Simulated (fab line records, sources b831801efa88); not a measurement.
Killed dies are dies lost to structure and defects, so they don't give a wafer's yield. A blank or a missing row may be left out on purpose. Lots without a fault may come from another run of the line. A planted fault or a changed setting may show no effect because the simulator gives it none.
Which tool did it? | flow sky130 | 7 lots, 21 wafers sampled, at 1 step of a route of 708

WHAT THE GAUGES READ, wafer by wafer
SKY_PWDE_OVL_MEAS_07.
lot  | measured    | on         | PWDE_OVL (nm)
L685 | day 4 08:36 | overlay-01 | -0.3 -1.6 -0.2
L687 | day 4 21:15 | overlay-02 | 0.8 -2.4 0.4
L689 | day 5 05:16 | overlay-01 | -0.1 -0.8 -0.4
L695 | day 6 14:14 | overlay-02 | -0.4 -0.3 -1.6
L697 | day 7 07:47 | overlay-02 | -1.2 0.4 -0.3
L702 | day 8 07:26 | overlay-02 | -0.6 -2.0 -2.1
L706 | day 9 02:46 | overlay-01 | -1.5 -1.4 -0.3

WHICH TOOL RAN EACH LOT (tool, then ch and the chambers of the sampled wafers, then the start)
The record holds no process step before these readings.

THE ANSWER, worked out from the rows above alone
Rule: what is usual is taken from the lots themselves. Put in order of their means at a reading, lots are off if they are a third of the lots or fewer, leave a main group of 4 or more, and stand apart from it by a gap of 3 or more times the standard deviation of the main group's means; of several such gaps the widest counts. A main group whose means are all the same, to the digits that the tables above print for the reading, isn't used. A lot without any number at a reading at which 4 lots or more have one is off too. The other lots that the step has rows for count as sound.
No lot is off at any reading shown: from this, nothing can be told.

WHAT THE SIMULATOR HAD PUT IN
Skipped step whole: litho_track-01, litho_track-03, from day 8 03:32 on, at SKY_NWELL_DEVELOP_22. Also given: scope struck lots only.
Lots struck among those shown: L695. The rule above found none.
